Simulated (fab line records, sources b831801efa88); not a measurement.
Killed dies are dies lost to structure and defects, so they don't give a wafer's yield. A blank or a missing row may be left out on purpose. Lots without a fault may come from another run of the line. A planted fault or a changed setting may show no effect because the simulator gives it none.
Which tool did it? | flow sky130 | 7 lots, 21 wafers sampled, at 2 steps of a route of 708

WHAT THE GAUGES READ, wafer by wafer
SKY_LOCAL_INTERCONNECT_CD_MEAS_11: target cd 170 nm.
lot  | measured     | on        | cd_nm (nm)
L809 | day 30 21:55 | cd_sem-01 | 171.1 170.5 171.4
L811 | day 32 06:04 | cd_sem-01 | 168.8 169.0 168.9
L815 | day 32 21:37 | cd_sem-01 | 168.5 169.8 168.2
L817 | day 33 09:58 | cd_sem-02 | 169.3 170.3 171.0
L819 | day 34 05:30 | cd_sem-02 | 171.1 170.1 169.3

WHICH TOOL RAN EACH LOT (tool, then ch and the chambers of the sampled wafers, then the start)
lot  | SKY_POLY_GATE_OXIDATION_20
L809 | furnace-01 ch 0, day 17 00:38
L811 | furnace-01 ch 0, day 18 10:07
L815 | furnace-02 ch 0, day 19 04:26
L817 | furnace-02 ch 0, day 19 19:10
L819 | furnace-02 ch 0, day 20 19:26
L822 | furnace-01, day 21 12:22
L824 | furnace-01, day 22 08:24
- SKY_POLY_GATE_OXIDATION_20: stabilise 600 s, purge 300 s, target thk 4 nm.

THE ANSWER, worked out from the rows above alone
Rule: what is usual is taken from the lots themselves. Put in order of their means at a reading, lots are off if they are a third of the lots or fewer, leave a main group of 4 or more, and stand apart from it by a gap of 3 or more times the standard deviation of the main group's means; of several such gaps the widest counts. A main group whose means are all the same, to the digits that the tables above print for the reading, isn't used. A lot without any number at a reading at which 4 lots or more have one is off too. The other lots that the step has rows for count as sound.
No lot is off at any reading shown: from this, nothing can be told.

WHAT THE SIMULATOR HAD PUT IN
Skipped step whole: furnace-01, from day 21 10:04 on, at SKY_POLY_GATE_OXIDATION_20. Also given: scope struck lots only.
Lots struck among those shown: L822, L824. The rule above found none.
